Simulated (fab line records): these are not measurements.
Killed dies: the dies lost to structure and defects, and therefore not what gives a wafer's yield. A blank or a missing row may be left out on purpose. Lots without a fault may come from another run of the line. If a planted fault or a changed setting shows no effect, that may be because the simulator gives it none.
Chamber matching | flow sky130 | SKY_CONTACT_CMP_04 on cmp-01: 4 sister chambers
The step polishes SiO2. 7 wafers are shown with their chamber, then 7 later ones without.

## WAFERS, EACH WITH ITS CHAMBER
wafer  | chamber | motor current A (A) | head pressure psi (psi)
L923.3 | 0       | 12.1                | 4.009
L923.6 | 2       | 10.9                | 4.000
L925.2 | 1       | 12.0                | 3.994
L925.4 | 2       | 10.7                | 4.017
L925.6 | 3       | 10.4                | 3.999
L926.2 | 3       | 11.2                | 3.991
L926.4 | 0       | 11.7                | 4.008

## WAFERS WHOSE CHAMBER IS MISSING
wafer  | motor current A (A) | head pressure psi (psi)
L926.5 | 11.9                | 4.006
L939.1 | 11.0                | 3.994
L939.4 | 11.3                | 3.990
L939.5 | 11.7                | 3.994
L941.2 | 11.9                | 3.992
L941.4 | 10.5                | 3.993
L941.5 | 12.6                | 3.997

## WHICH CHAMBER EACH WENT THROUGH
wafer  | from the rows above               | in truth
L926.5 | can't be placed: 0 or 1           | 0
L939.1 | can't be placed: 3 or 2           | 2
L939.4 | can't be placed: 3 or 1 or 2 or 0 | 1
L939.5 | can't be placed: 1 or 0 or 3      | 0
L941.2 | can't be placed: 1 or 0           | 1
L941.4 | can't be placed: 3 or 2           | 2
L941.5 | can't be placed: 1 or 0           | 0
Placed correctly: 0 of 7. These rows do not allow placing 7 (true chamber among the candidates in 7). Placed wrongly: 0.
How it was worked out, from the rows above alone: a wafer's distance from a chamber is the root of the sum, over the readings, of the square of ((its reading less the chamber's mean) divided by the reading's scatter). The wafer belongs to the nearest chamber; if the next one is less than 2 further off, it can't be placed. The mean given for a chamber averages the wafers shown for that chamber. How the scatter is found: for the shown wafers, subtract from each reading the mean of its chamber, square and add these, divide the total by (wafers less chambers), then take the root.
